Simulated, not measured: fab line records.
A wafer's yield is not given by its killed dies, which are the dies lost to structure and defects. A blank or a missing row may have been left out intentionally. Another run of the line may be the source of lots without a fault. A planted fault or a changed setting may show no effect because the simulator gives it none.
One fault through the eyes of 2 desks -- flow gf180mcu -- each desk has only its own numbers; what lay behind them comes last

DESK OF THE TOOL OWNER: rtp-anneal-01
The tool's own readings at GF_PSD_RTA_13 (time 20 s): means of the sampled wafers that have a number, for each lot that ran on this tool. Marked OUT: a lot whose mean sits more than 4 standard deviations from the usual mean, which makes it out of limits; the brackets give that distance.
Columns: A = lamp-power-pct at GF_PSD_RTA_13, usual 35 %; B = wafer_temp_C_max at GF_PSD_RTA_13, usual 1030.6
lot,first seen here,A,B
L495,day 14 23:34,31,1032.1
L497,day 15 15:23,31,1031.4
L498,day 16 00:13,31,1030.7
L510,day 20 12:06,29,1004.6 (-22) OUT
L511,day 20 14:43,29,1004.0 (-22) OUT
This desk's verdict: out of limits on L510, L511, starting with L510 at day 20 12:06 (wafer_temp_C_max at GF_PSD_RTA_13). Within limits: L495, L497, L498.

THE METROLOGY DESK
Lot by lot, what the gauges showed, no matter which tool ran the lot: averages of those sampled wafers that carry a number. Marked OUT: a lot whose mean sits more than 4 standard deviations from the usual mean, which makes it out of limits; the brackets give that distance.
Columns: A = cd-nm at GF_NSD_CD_MEAS_07, usual 400.2 nm; B = NSD_RS at GF_PSD_RS_MEAS_14, usual 46.12 ohm/sq; C = PSD_RS at GF_PSD_RS_MEAS_15, usual 108.5 ohm/sq
lot,first seen here,A,B,C
L495,day 14 01:53,396.6,46.17,108.9
L496,day 14 05:24,400.2,46.21,108.9
L497,day 14 16:43,399.5,46.12,108.9
L498,day 15 01:47,400.8,46.19,108.8
L499,day 15 06:42,401.1,46.25,108.9
L501,day 16 04:37,400.8,45.92,108.1
L502,day 16 11:43,400.2,45.97,108.4
L510,day 19 10:40,399.1,49.47 (+28) OUT,126.4 (+54) OUT
L511,day 19 14:24,398.7,49.73 (+30) OUT,127.1 (+56) OUT
L512,day 19 20:17,402.3,46.15,108.9
L514,day 20 12:49,402.2,46.16,108.8
L515,day 21 07:02,404.7,46.03,108.5
This desk's result: L510, L511 out of limits, first on L510 (NSD_RS at GF_PSD_RS_MEAS_14), day 20 12:11. Within limits: L495, L496, L497, L498, L499, L501, L502, L512, L514, L515.

TAKEN TOGETHER
The tool owner's desk had the chance to raise an alarm at day 20 12:06 on L510, L511.
On L510, L511, the metrology desk was in a position to raise an alarm at day 20 12:11.
GF_PSD_RTA_13 was run on rtp-anneal-01 by each of the lots named.

WHAT HAD BEEN PUT IN BY THE SIMULATOR
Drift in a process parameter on rtp-anneal-01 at GF_PSD_RTA_13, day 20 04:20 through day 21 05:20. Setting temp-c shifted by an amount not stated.
Struck lots among those shown: L510, L511.
Hours from the fault's start to each desk's first reading out of limits: the tool owner's desk, 8; the metrology desk, 8.
